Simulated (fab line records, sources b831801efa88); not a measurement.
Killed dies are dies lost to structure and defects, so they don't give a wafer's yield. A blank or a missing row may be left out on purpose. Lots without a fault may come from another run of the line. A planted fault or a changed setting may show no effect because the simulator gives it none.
Which tool did it? | flow sky130 | 12 lots, 36 wafers sampled, at 5 steps of a route of 708

WHAT THE GAUGES READ, wafer by wafer
SKY_POLY_GATE_CD_MEAS_22.
lot  | measured     | on        | cd_nm (nm)
L301 | day 16 16:17 | cd_sem-02 | 150.0 151.4 147.2
L302 | day 16 19:02 | cd_sem-02 | 148.8 150.1 151.4
L303 | day 17 04:41 | cd_sem-02 | 145.2 147.8 146.2
L304 | day 18 00:26 | cd_sem-01 | 152.1 150.6 150.9
L306 | day 18 21:44 | cd_sem-02 | 148.3 150.9 147.7
L313 | day 21 06:23 | cd_sem-02 | 149.1 150.4 150.2
L314 | day 21 09:07 | cd_sem-02 | 151.9 148.7 151.3
L316 | day 22 02:58 | cd_sem-02 | 151.3 148.3 150.8
L318 | day 22 23:40 | cd_sem-02 | 153.3 151.8 152.5
L321 | day 24 02:47 | cd_sem-01 | 150.0 147.5 146.4
L323 | day 24 16:16 | cd_sem-01 | 146.4 146.8 148.3
L324 | day 25 03:57 | cd_sem-02 | 148.7 154.8 151.3

SKY_LDD_HVP_TW_MEAS_10.
lot  | measured     | on            | LDD_HVP_TW
L301 | day 21 16:41 | film_metro-01 | 461.8 462.8 461.5
L302 | day 21 20:43 | film_metro-04 | 458.1 459.4 457.1
L303 | day 22 06:44 | film_metro-03 | 457.4 458.7 458.8
L304 | day 23 05:14 | film_metro-04 | 459.7 458.5 460.0
L306 | day 24 01:13 | film_metro-03 | 457.8 459.4 457.0
L313 | day 26 07:54 | film_metro-03 | 468.9 467.4 469.9
L314 | day 26 10:52 | film_metro-04 | 472.2 471.6 472.1
L316 | day 27 03:57 | film_metro-03 | 454.7 456.1 458.1
L318 | day 27 22:03 | film_metro-01 | 456.5 457.0 458.5
L321 | day 28 23:23 | film_metro-03 | 460.9 457.2 459.2
L323 | day 29 13:28 | film_metro-04 | 460.0 461.5 458.2
L324 | day 29 23:51 | film_metro-01 | 458.0 459.8 459.5

WHICH TOOL RAN EACH LOT (tool, then ch and the chambers of the sampled wafers, then the start)
lot  | SKY_SONOS_ONO_STRIP_17               | SKY_LDD_HVN_STRIP_09                 | SKY_LDD_HVP_IMPLANT_08
L301 | plasma_asher-04 ch 0,1, day 12 19:47 | plasma_asher-02 ch 0,1, day 20 09:28 | implanter-03 ch 0, day 21 16:28
L302 | plasma_asher-02 ch 0,1, day 12 23:29 | plasma_asher-04 ch 0,1, day 20 14:43 | implanter-03 ch 0, day 21 20:29
L303 | plasma_asher-04 ch 1, day 13 07:34   | plasma_asher-03 ch 0, day 20 23:53   | implanter-04 ch 0, day 22 06:29
L304 | plasma_asher-02 ch 0,1, day 14 01:08 | plasma_asher-04 ch 0,1, day 21 22:04 | implanter-03 ch 0, day 23 04:59
L306 | plasma_asher-04 ch 0,1, day 14 19:25 | plasma_asher-04 ch 0,1, day 22 19:05 | implanter-03 ch 0, day 24 00:58
L313 | plasma_asher-01 ch 0,1, day 16 23:24 | plasma_asher-02 ch 0,1, day 25 02:40 | implanter-04 ch 0, day 26 07:41
L314 | plasma_asher-02 ch 0,1, day 17 03:05 | plasma_asher-03 ch 0, day 25 05:22   | implanter-04 ch 0, day 26 10:37
L316 | plasma_asher-01 ch 0,1, day 17 20:58 | plasma_asher-03 ch 0,1, day 25 22:25 | implanter-02 ch 0, day 27 03:43
L318 | plasma_asher-01 ch 0,1, day 18 19:04 | plasma_asher-03 ch 0, day 26 18:52   | implanter-02 ch 0, day 27 21:49
L321 | plasma_asher-02 ch 0,1, day 19 20:18 | plasma_asher-04 ch 0,1, day 27 18:56 | implanter-02 ch 0, day 28 23:10
L323 | plasma_asher-04 ch 0,1, day 20 10:26 | plasma_asher-02 ch 0,1, day 28 08:52 | implanter-02 ch 0, day 29 13:14
L324 | plasma_asher-01 ch 0,1, day 20 20:25 | plasma_asher-04 ch 0,1, day 28 19:55 | implanter-02 ch 0, day 29 23:39
- SKY_SONOS_ONO_STRIP_17: strips in O2/N2.
- SKY_LDD_HVN_STRIP_09: strips in O2/N2.
- SKY_LDD_HVP_IMPLANT_08

WHAT THE TOOLS THEMSELVES READ (means of the sampled wafers that have a number; where no wafer has one, the mark that the record gives instead)
SKY_SONOS_ONO_STRIP_17.
lot  | tool            | drypump_motor_current_A (A) | n2_flow_sccm (sccm) | oes_product_au (a.u.) | strip_time_to_endpoint_s (s)
L301 | plasma_asher-04 | 5.4                         | 300.1               | 0.715                 | 14.10
L302 | plasma_asher-02 | 6.0                         | 299.5               | 0.710                 | 14.10
L303 | plasma_asher-04 | 5.6                         | 299.6               | 0.708                 | 14.14
L304 | plasma_asher-02 | 6.0                         | 301.0               | 0.717                 | 14.13
L306 | plasma_asher-04 | 5.4                         | 300.3               | 0.710                 | 14.14
L313 | plasma_asher-01 | 5.4                         | 301.3               | 0.708                 | 14.03
L314 | plasma_asher-02 | 6.1                         | 300.9               | 0.709                 | 14.10
L316 | plasma_asher-01 | 5.4                         | 300.1               | 0.710                 | 14.09
L318 | plasma_asher-01 | 5.4                         | 299.5               | 0.706                 | 14.07
L321 | plasma_asher-02 | 6.1                         | 300.5               | 0.706                 | 14.12
L323 | plasma_asher-04 | 5.5                         | 300.4               | 0.713                 | 14.11
L324 | plasma_asher-01 | 5.3                         | 299.7               | 0.708                 | 14.11

SKY_LDD_HVN_STRIP_09.
lot  | tool            | drypump_motor_current_A (A) | n2_flow_sccm (sccm) | oes_product_au (a.u.) | strip_time_to_endpoint_s (s)
L301 | plasma_asher-02 | 6.1                         | 300.2               | 0.408                 | 4.141
L302 | plasma_asher-04 | 5.5                         | 300.8               | 0.410                 | 4.139
L303 | plasma_asher-03 | 4.8                         | 300.1               | 0.402                 | 4.133
L304 | plasma_asher-04 | 5.4                         | 299.4               | 0.406                 | 4.137
L306 | plasma_asher-04 | 5.5                         | 299.8               | 0.407                 | 4.153
L313 | plasma_asher-02 | 6.0                         | 300.2               | 0.409                 | 4.156
L314 | plasma_asher-03 | 4.8                         | 300.3               | 0.410                 | 4.155
L316 | plasma_asher-03 | 5.3                         | 300.0               | 0.411                 | 4.140
L318 | plasma_asher-03 | 4.8                         | 302.4               | 0.410                 | 4.133
L321 | plasma_asher-04 | 5.5                         | 301.1               | 0.407                 | 4.144
L323 | plasma_asher-02 | 6.2                         | 300.3               | 0.412                 | 4.138
L324 | plasma_asher-04 | 5.5                         | 300.1               | 0.410                 | 4.157

SKY_LDD_HVP_IMPLANT_08.
lot  | tool         | beam_energy_keV
L301 | implanter-03 | 19.996
L302 | implanter-03 | 19.988
L303 | implanter-04 | 19.996
L304 | implanter-03 | 20.000
L306 | implanter-03 | 20.007
L313 | implanter-04 | 22.652
L314 | implanter-04 | 22.647
L316 | implanter-02 | 20.003
L318 | implanter-02 | 20.005
L321 | implanter-02 | 19.995
L323 | implanter-02 | 20.006
L324 | implanter-02 | 20.000

THE ANSWER, worked out from the rows above alone
Rule: what is usual is taken from the lots themselves. Put in order of their means at a reading, lots are off if they are a third of the lots or fewer, leave a main group of 4 or more, and stand apart from it by a gap of 3 or more times the standard deviation of the main group's means; of several such gaps the widest counts. A main group whose means are all the same, to the digits that the tables above print for the reading, isn't used. A lot without any number at a reading at which 4 lots or more have one is off too. The other lots that the step has rows for count as sound. The gauges are gone through in route order, then the tools' own readings, and for those a lot's mean is taken as printed above. The first step at which some lot is off is used, and at that step the reading that is off furthest; a lot without a number counts as furthest.
Off: L313, L314, at SKY_LDD_HVP_TW_MEAS_10 (LDD_HVP_TW). The main group: mean 458.8, standard deviation 1.5.
A tool fits if, at a process step before that reading, it ran every lot that is off, and no sound lot after the first of them. The gauges at SKY_LDD_HVP_TW_MEAS_10 aren't tried: what is off there is off at SKY_LDD_HVP_IMPLANT_08 too, on other tools, and a gauge's error can't cause that. One fits: implanter-04 at SKY_LDD_HVP_IMPLANT_08. Its last sound lot is L303 (day 22 06:29), its first lot that is off L313 (day 26 07:41): a fault that began between those two fits.
The tool's own readings at SKY_LDD_HVP_IMPLANT_08 bear it out: on the lots that are off they differ by more than 5 times the standard deviation of the sound lots' means. beam_energy_keV reads 22.649 there against 20.000 on the sound lots.

WHAT THE SIMULATOR HAD PUT IN
Process parameter drift: implanter-04, from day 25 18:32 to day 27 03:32, at SKY_LDD_HVP_IMPLANT_08. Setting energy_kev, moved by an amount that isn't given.
Lots struck among those shown: L313, L314. The rule above found the same.
